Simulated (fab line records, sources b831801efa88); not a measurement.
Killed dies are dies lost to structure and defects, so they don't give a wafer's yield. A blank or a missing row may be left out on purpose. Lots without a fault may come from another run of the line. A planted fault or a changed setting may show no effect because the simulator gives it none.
One fault seen from 2 desks | flow gf180mcu | each desk has only its own numbers; what lay behind them comes last

THE TOOL OWNER'S DESK: krf_scanner-01
The tool's own readings at GF_M1_EXPOSE_11 (exposes mask Metal1, target cd 230 nm): means of the sampled wafers that have a number, for each lot that ran on this tool. A lot is out of limits, marked OUT, if its mean lies more than 4 standard deviations from the usual mean; the brackets give that distance.
Columns: A = focus_offset_nm at GF_M1_EXPOSE_11, usual -0.1 nm
lot  | first seen here | A
L774 | day 17 10:05    | -0.2
L775 | day 17 17:46    | -0.2
L776 | day 18 05:28    | -1.1
L778 | day 18 17:38    | 0.3
L779 | day 19 03:01    | -0.2
L786 | day 21 20:32    | 0.1
L787 | day 22 01:58    | 0.2
L788 | day 22 10:29    | 0.2
This desk's finding: nothing out of limits on any of the 8 lots.

THE METROLOGY DESK
What the gauges read, lot by lot, whatever tool the lot ran on: means of the sampled wafers that have a number. A lot is out of limits, marked OUT, if its mean lies more than 4 standard deviations from the usual mean; the brackets give that distance.
Columns: A = POLY_GATE_OVL at GF_POLY_GATE_OVL_MEAS_11, usual 2 nm; B = cd_nm at GF_M1_CD_MEAS_14, usual 230.0 nm; C = V3_CVD_02_THK at GF_V3_THK_MEAS_03, usual 849 nm
lot  | first seen here | A  | B                | C
L772 | day 9 06:05     | 2  | 228.7            | 850
L773 | day 9 11:39     | -4 | 229.1            | 862
L774 | day 9 19:35     | 8  | 230.3            | 841
L775 | day 9 22:26     | 5  | 230.1            | 846
L776 | day 10 09:05    | -6 | 232.3            | 845
L777 | day 10 17:53    | -7 | 228.9            | 842
L778 | day 10 20:24    | -6 | 229.7            | 862
L779 | day 11 03:11    | -9 | 230.0            | 851
L786 | day 13 08:11    | 0  | 220.7 (-7.7) OUT | 840
L787 | day 13 14:17    | -4 | 219.3 (-8.9) OUT | 840
L788 | day 13 22:05    | 6  | 212.4 (-15) OUT  | 843
L789 | day 14 04:29    | 2  | 230.6            | 843
L795 | day 16 02:14    | 2  | 230.2            | 856
This desk's finding: out of limits on L786, L787, L788; first on L786, day 22 07:58 (cd_nm at GF_M1_CD_MEAS_14). In limits: L772, L773, L774, L775, L776, L777, L778, L779, L789, L795.

PUT TOGETHER
The metrology desk could have raised an alarm at day 22 07:58, on L786, L787, L788.
The tool owner's desk saw nothing out of limits.
The tool owner's desk has L786, L787, L788 on record, within its limits.
Of the lots named, all ran GF_M1_EXPOSE_11 on krf_scanner-01.

WHAT THE SIMULATOR HAD PUT IN
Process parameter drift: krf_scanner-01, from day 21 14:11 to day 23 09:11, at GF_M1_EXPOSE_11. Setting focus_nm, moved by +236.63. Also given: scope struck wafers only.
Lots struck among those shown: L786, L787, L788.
Hours from the fault's start to each desk's first reading out of limits: the metrology desk, 18.
